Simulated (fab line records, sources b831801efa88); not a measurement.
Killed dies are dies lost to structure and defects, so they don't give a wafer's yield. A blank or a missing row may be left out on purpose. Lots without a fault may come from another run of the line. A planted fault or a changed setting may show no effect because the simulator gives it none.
A struck lot beside a sound one | flow sky130 | 20 steps out of a route of 708
Sound: wafers L216.1, L216.5, L216.6. Struck: wafers L226.1, L226.4, L226.5. The cause comes at the end.
At each step with rows: each side's tool, then ch and its chambers, then its first start. Under that, the readings that differ: sound wafers | struck wafers | difference of the means | sigmas: that difference in standard deviations of wafers without a fault.
alike: readings whose means differ by less than 2 such deviations, and words and numbers that are the same on both sides. not compared: withheld readings, readings that some wafer has no value for, bounds like >300 that may hide the same value, and numbers for which the record gives no deviation and whose values overlap.
The two part at a step that has a row with sigmas, a row that says differs or no value, or rows on one side only. Numbers that don't overlap but have no deviation are shown without sigmas and don't part them. A reading that every wafer of one side lacks parts them only if that side has two wafers or more.

SKY_POLY_GATE_THK_MEAS_21:
  sound on film_metro-03, day 19 01:44; struck on film_metro-02, day 23 13:44
  alike: POLY_GATE_OXIDATION_THK
SKY_POLY_GATE_CD_MEAS_22:
  sound on cd_sem-01, day 19 01:47; struck on cd_sem-01, day 23 13:47
  reading    | sound             | struck            | difference | sigmas
  cd_nm (nm) | 154.0 151.8 153.7 | 148.5 147.5 147.8 | -5.2       | -3
then, 7 steps without rows for these wafers: SKY_LDD_N_DEHYDRATE_00 (time 60 s); SKY_LDD_N_HMDS_01 (prime time 60 s); SKY_LDD_N_COAT_02 (resist thk 300 nm); SKY_LDD_N_SOFTBAKE_03 (time 60 s); SKY_LDD_N_EXPOSE_04 (exposes mask NTM, target cd 840 nm); SKY_LDD_N_PEB_05; SKY_LDD_N_DEVELOP_06 (develop time 60 s).
SKY_LDD_N_OVL_MEAS_07:
  sound on overlay-01, day 20 08:15; struck on overlay-02, day 24 19:35
  alike: LDD_N_OVL
then, 2 steps without rows for these wafers: SKY_LDD_N_IMPLANT_08; SKY_LDD_N_IMPLANT_09.
SKY_LDD_N_IMPLANT_10:
  sound on implanter-03 ch 0, day 20 08:35; struck on implanter-02, day 24 19:55
  no value came back on the struck wafers for beam_energy_keV, beam_on_s (s), faraday_current_uA, implant_ion_amu; on the sound wafers beam_energy_keV reads 20.002 20.007 19.994
then, 5 steps without rows for these wafers: SKY_LDD_N_IMPLANT_11; SKY_LDD_N_IMPLANT_12; SKY_LDD_N_IMPLANT_13; SKY_LDD_N_IMPLANT_14; SKY_LDD_N_IMPLANT_15.
SKY_LDD_N_STRIP_16: strips in O2/N2.
  sound on plasma_asher-04 ch 0,1, day 20 09:29; struck on plasma_asher-04 ch 1, day 24 20:49
  reading                      | sound             | struck            | difference | sigmas
  strip_time_to_endpoint_s (s) | 4.308 4.312 4.322 | 4.129 4.145 4.132 | -0.179     | -12
  alike: drypump_motor_current_A, oes_product_au
  not compared: rf_hours_counter_h
SKY_LDD_N_TW_MEAS_17:
  sound on film_metro-03, day 20 09:35; struck on film_metro-03, day 24 21:10
  reading  | sound          | struck         | difference | sigmas
  LDD_N_TW | 2606 2608 2613 | 2440 2440 2454 | -164       | -7
  not compared: hold

WHERE THEY PART
First at SKY_POLY_GATE_CD_MEAS_22; last, within this record, at SKY_LDD_N_TW_MEAS_17.

WHY: what the simulator had put in
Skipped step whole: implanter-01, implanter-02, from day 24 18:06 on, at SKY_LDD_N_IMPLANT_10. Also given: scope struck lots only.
